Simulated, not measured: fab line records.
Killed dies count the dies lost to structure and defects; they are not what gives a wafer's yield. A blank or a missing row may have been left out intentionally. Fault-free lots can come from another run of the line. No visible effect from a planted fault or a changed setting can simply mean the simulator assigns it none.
A struck lot beside a sound one || flow sky130 || 43 out of 708 route steps
Sound: the wafers L500.1, L500.4, L500.5. Wafers struck: L514.1, L514.3, L514.4. The cause comes at the end.
At each step with rows: each side's tool, then ch and its chambers, then its first start. Under that, the readings that differ: sound wafers || struck wafers || difference of the means || sigmas: that difference in standard deviations of wafers without a fault.
alike: a reading whose means differ by less than 2 such deviations, as well as words and numbers matching on both sides. not compared: withheld readings; readings where some wafer has no value; bounds like >300 that might hide an equal value; numbers whose values overlap and for which the record gives no deviation.
Wherever a step has rows on one side only, a row that says differs or no value, or a row with sigmas, the two part there. Numbers that have no deviation but don't overlap get no sigmas and don't part them. A reading that every wafer of one side lacks parts them only if that side has two wafers or more.

first, 8 steps without rows for these wafers: SKY_VIA3_DEHYDRATE_04 (time 60 s); SKY_VIA3_HMDS_05 (prime time 60 s); SKY_VIA3_COAT_06 (resist thk 60 nm); SKY_VIA3_COAT_07 (resist thk 450 nm); SKY_VIA3_SOFTBAKE_08 (time 90 s); SKY_VIA3_EXPOSE_09 (exposes mask VIM3, target cd 200 nm); SKY_VIA3_PEB_10; SKY_VIA3_DEVELOP_11 (develop time 60 s).
SKY_VIA3_CD_MEAS_12: the cd target is 200 nm.
  sound on cd sem-02, day 41 16:52; struck on cd sem-02, day 45 09:50
  alike: cd nm
SKY_VIA3_OVL_MEAS_13:
  sound on overlay-01, day 41 16:59; struck on overlay-01, day 45 09:57
  alike: VIA3_OVL
SKY_VIA3_ETCH_14: etches BARC in N2/H2, stops on SiO2, time 45.9 s, target depth 60 nm.
  sound on rie diel-01 ch 1,2, day 41 17:02; struck on rie diel-01 ch 1,2,3, day 45 09:59
  alike: drypump motor current A, oes product au, throttle valve pct
  not compared: rf hours counter h
then, 1 step without rows for these wafers: SKY_VIA3_ETCH_15 (etches SiO2 in C4F8/O2/Ar, stops on TiN, target depth 507 nm, time 78 s).
SKY_VIA3_STRIP_16: strips in O2/N2.
  sound on plasma asher-02 ch 0,1, day 41 17:08; struck on plasma asher-01 ch 0,1, day 45 10:05
  alike: drypump motor current A, oes product au, strip time to endpoint s
  not compared: rf hours counter h
then, 5 steps without rows for these wafers: SKY_VIA3_STRIP_17 (strips in post etch residue remover, time 1200 s); SKY_VIA3_CLEAN_18 (cleans in IPA, time 180 s); SKY_VIA3_CLEAN_19 (cleans in O3/DIW); SKY_VIA3_SPUTTER_20 (material TiN, target thk 20 nm, time 80 s); SKY_VIA3_CVD_21 (deposits W, target thk 390 nm, time 117.31 s).
SKY_VIA3_RS_MEAS_22: uses a four-point probe to measure.
  sound on film metro-04, day 41 17:55; struck on film metro-03, day 45 10:53
  alike: VIA3_W_RS
SKY_VIA3_THK_MEAS_23: measures by xrf.
  sound on film metro-04, day 41 18:02; struck on film metro-03, day 45 11:00
  alike: VIA3_W_THK
then, 5 steps without rows for these wafers: SKY_VIA3_CMP_24 (polishes, stops on SiO2, t overpolish 20 s, target thk 0 nm); SKY_METAL4_SPUTTER_00 (material Ti, target thk 15 nm, time 10 s); SKY_METAL4_SPUTTER_01 (material TiN, target thk 20 nm, time 16.7 s); SKY_METAL4_SPUTTER_02 (material AlCu, target thk 735 nm, time 39.1 s); SKY_METAL4_SPUTTER_03 (material Ti, target thk 5 nm, time 3.3 s).
SKY_METAL4_SPUTTER_04: material TiN, target thk 70 nm, time 58.3 s.
  sound on pvd sputter-02, day 41 18:29; struck on pvd sputter-02, day 45 11:28
  alike: throttle valve pct
SKY_CAP2M_CVD_00: deposits SiO2, target thk 15.5 nm.
  sound on pecvd-04 ch 0,1,2, day 41 18:32; struck on pecvd-01 ch 0,2, day 45 11:31
  alike: heater power w
SKY_CAP2M_THK_MEAS_01:
  sound on film metro-02, day 41 18:34; struck on film metro-02, day 45 11:32
  alike: CAP2M_CVD_00_THK
SKY_CAP2M_SPUTTER_02: material TiN, target thk 200 nm, time 166.7 s.
  sound on pvd sputter-03, day 41 18:37; struck on pvd sputter-03, day 45 11:35
  alike: throttle valve pct
SKY_CAP2M_RS_MEAS_03: uses a four-point probe to measure.
  sound on film metro-01, day 41 18:44; struck on film metro-04, day 45 11:42
  alike: CAP2M_TIN_RS
SKY_CAP2M_THK_MEAS_04: measures by xrf.
  sound on film metro-01, day 41 18:51; struck on film metro-04, day 45 11:49
  alike: CAP2M_TIN_THK
then, 7 steps without rows for these wafers: SKY_CAP2M_DEHYDRATE_05 (time 60 s); SKY_CAP2M_HMDS_06 (prime time 60 s); SKY_CAP2M_COAT_07 (resist thk 1140 nm); SKY_CAP2M_SOFTBAKE_08 (time 60 s); SKY_CAP2M_EXPOSE_09 (exposes mask CAP2M, target cd 1000 nm); SKY_CAP2M_PEB_10; SKY_CAP2M_DEVELOP_11 (develop time 60 s).
SKY_CAP2M_OVL_MEAS_12:
  sound on overlay-02, day 42 18:02; struck on overlay-02, day 46 08:53
  alike: CAP2M_OVL
SKY_CAP2M_METAL_ETCH_13: etches TiN in Cl2/BCl3, stops on SiO2, target depth 220 nm, time 62.9 s.
  sound on rie metal-03 ch 0,1, day 42 18:04; struck on rie metal-04 ch 0,1, day 46 08:55
  alike: drypump motor current A, oes product au, throttle valve pct
  not compared: rf hours counter h
then, 2 steps without rows for these wafers: SKY_CAP2M_STRIP_14 (strips in O2/N2); SKY_CAP2M_STRIP_15 (strips in post etch residue remover, time 1200 s).
-- the record jumps here: 4 days lie between the struck wafers' starts before and after (it left off in module CAP2M and takes up again in module PAD_OPEN, whose first step shown is number 708 of the route) --
SKY_PAD_OPEN_PROBE_99:
  sound on prober-02, day 47 14:28; struck on prober-02, day 50 11:54
{"reading": "defect limited yield (%)", "sound": "80.9 82.3 79.9", "struck": "76.0 71.5 76.6", "difference": -6.3, "sigmas": -4}
{"reading": "killed_at_M0_to_M3", "sound": "56 49 55", "struck": "72 102 78", "difference": "+31", "sigmas": "+5"}
{"reading": "killed dies", "sound": "94 87 99", "struck": "118 140 115", "difference": "+31", "sigmas": "+4"}
{"reading": "sort_bin_3_pad_short (%)", "sound": "1.4 0.8 1.6", "struck": "3.5 3.5 2.2", "difference": "+1.8", "sigmas": "+4"}
{"reading": "sort_bin_5_function (%)", "sound": "12.0 11.0 12.0", "struck": "13.8 15.7 15.0", "difference": "+3.2", "sigmas": "+2"}
{"reading": "sort n pass", "sound": "398 405 393", "struck": "374 352 377", "difference": -31, "sigmas": -4}
{"reading": "sort yield pct (%)", "sound": "80.9 82.3 79.9", "struck": "76.0 71.5 76.6", "difference": -6.3, "sigmas": -4}
{"reading": "model.etest.tester.sort n pass", "sound": "398 405 393", "struck": "374 352 377", "difference": -31, "sigmas": ""}
{"reading": "model.etest.tester.sort yield pct (%)", "sound": "80.89 82.32 79.88", "struck": "76.02 71.54 76.63", "difference": -6.30, "sigmas": ""}
{"reading": "model.etest.tester.sort_bin_5_pct (%)", "sound": "11.99 10.98 11.99", "struck": "13.82 15.65 15.04", "difference": "+3.18", "sigmas": ""}
{"reading": "model.etest.tester.sort_bin_3_pct (%)", "sound": "1.423 0.813 1.626", "struck": "3.455 3.455 2.236", "difference": "+1.761", "sigmas": ""}
  alike: killed_at_M4_up, killed at contacts, killed at front end, killed at other, killed open, killed short, sort_bin_6_memory

WHERE THEY PART
Only at SKY_PAD_OPEN_PROBE_99, within this record.

WHY: what had been put in by the simulator
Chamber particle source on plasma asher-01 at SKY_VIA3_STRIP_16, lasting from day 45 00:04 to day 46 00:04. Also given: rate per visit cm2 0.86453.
